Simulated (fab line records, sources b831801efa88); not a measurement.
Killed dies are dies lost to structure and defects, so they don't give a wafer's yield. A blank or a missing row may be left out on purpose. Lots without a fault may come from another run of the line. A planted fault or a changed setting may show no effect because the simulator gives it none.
One fault seen from 2 desks | flow gf180mcu | each desk has only its own numbers; what lay behind them comes last

THE TOOL OWNER'S DESK: implanter-03
The tool's own readings at GF_NWELL_IMPLANT_09: means of the sampled wafers that have a number, for each lot that ran on this tool. A lot is out of limits, marked OUT, if its mean lies more than 4 standard deviations from the usual mean; the brackets give that distance.
Columns: A = beam_energy_keV at GF_NWELL_IMPLANT_09, usual 159.99; B = beam_on_s at GF_NWELL_IMPLANT_09, usual 9.99 s; C = dose_ions_cm2 at GF_NWELL_IMPLANT_09, usual 3.999e+12; D = faraday_current_uA at GF_NWELL_IMPLANT_09, usual 22.6
lot  | first seen here | A      | B     | C                           | D
L901 | day 3 06:59     | 160.00 | 10.11 | 4.003e+12                   | 22.4
L905 | day 4 06:02     | 160.00 | 10.04 | 3.999e+12                   | 22.4
L913 | day 6 02:55     | 160.02 | 9.95  | 4.489e+12 (+99 or more) OUT | 25.5 (+6.8) OUT
L914 | day 6 06:41     | 160.03 | 10.00 | 4.487e+12 (+99 or more) OUT | 25.3 (+6.4) OUT
L915 | day 6 12:08     | 159.98 | 9.99  | 4.489e+12 (+99 or more) OUT | 25.4 (+6.6) OUT
This desk's finding: out of limits on L913, L914, L915; first on L913, day 6 02:55 (dose_ions_cm2 at GF_NWELL_IMPLANT_09). In limits: L901, L905.

THE METROLOGY DESK
What the gauges read, lot by lot, whatever tool the lot ran on: means of the sampled wafers that have a number. A lot is out of limits, marked OUT, if its mean lies more than 4 standard deviations from the usual mean; the brackets give that distance.
Columns: A = NWELL_RS at GF_VT_IMPLANT_RS_MEAS_47, usual 488.0 ohm/sq; B = CONTACT_W_THK at GF_CONTACT_THK_MEAS_26, usual 295 nm; C = V1_W_THK at GF_V1_THK_MEAS_25, usual 348 nm
lot  | first seen here | A                | B   | C
L901 | day 7 10:13     | 486.5            | 296 | 346
L902 | day 7 19:46     | 488.2            | 293 | 351
L903 | day 8 00:08     | 486.5            | 298 | 349
L904 | day 8 05:08     | 487.7            | 291 | 346
L905 | day 8 13:15     | 490.0            | 290 | 346
L913 | day 10 21:14    | 479.8 (-6.3) OUT | 301 | 345
L914 | day 11 02:08    | 478.4 (-7.4) OUT | 290 | 348
L915 | day 11 09:25    | 479.6 (-6.5) OUT | 293 | 343
L916 | day 11 15:28    | 487.8            | 297 | 349
L917 | day 12 03:14    | 489.4            | 295 | 354
L919 | day 12 13:41    | 487.8            | 292 | 349
L922 | day 14 00:56    | 488.2            | 293 | 349
L924 | day 14 15:22    | 487.5            | 291 | 350
This desk's finding: out of limits on L913, L914, L915; first on L913, day 10 21:14 (NWELL_RS at GF_VT_IMPLANT_RS_MEAS_47). In limits: L901, L902, L903, L904, L905, L916, L917, L919, L922, L924.

PUT TOGETHER
The tool owner's desk could have raised an alarm at day 6 02:55, on L913, L914, L915.
The metrology desk could have raised an alarm at day 10 21:14, on L913, L914, L915.
Of the lots named, all ran GF_NWELL_IMPLANT_09 on implanter-03.

WHAT THE SIMULATOR HAD PUT IN
Process parameter drift: implanter-03, from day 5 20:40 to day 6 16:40, at GF_NWELL_IMPLANT_09. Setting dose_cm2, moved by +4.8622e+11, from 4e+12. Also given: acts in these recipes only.
Lots struck among those shown: L913, L914, L915.
Hours from the fault's start to each desk's first reading out of limits: the tool owner's desk, 6; the metrology desk, 121.
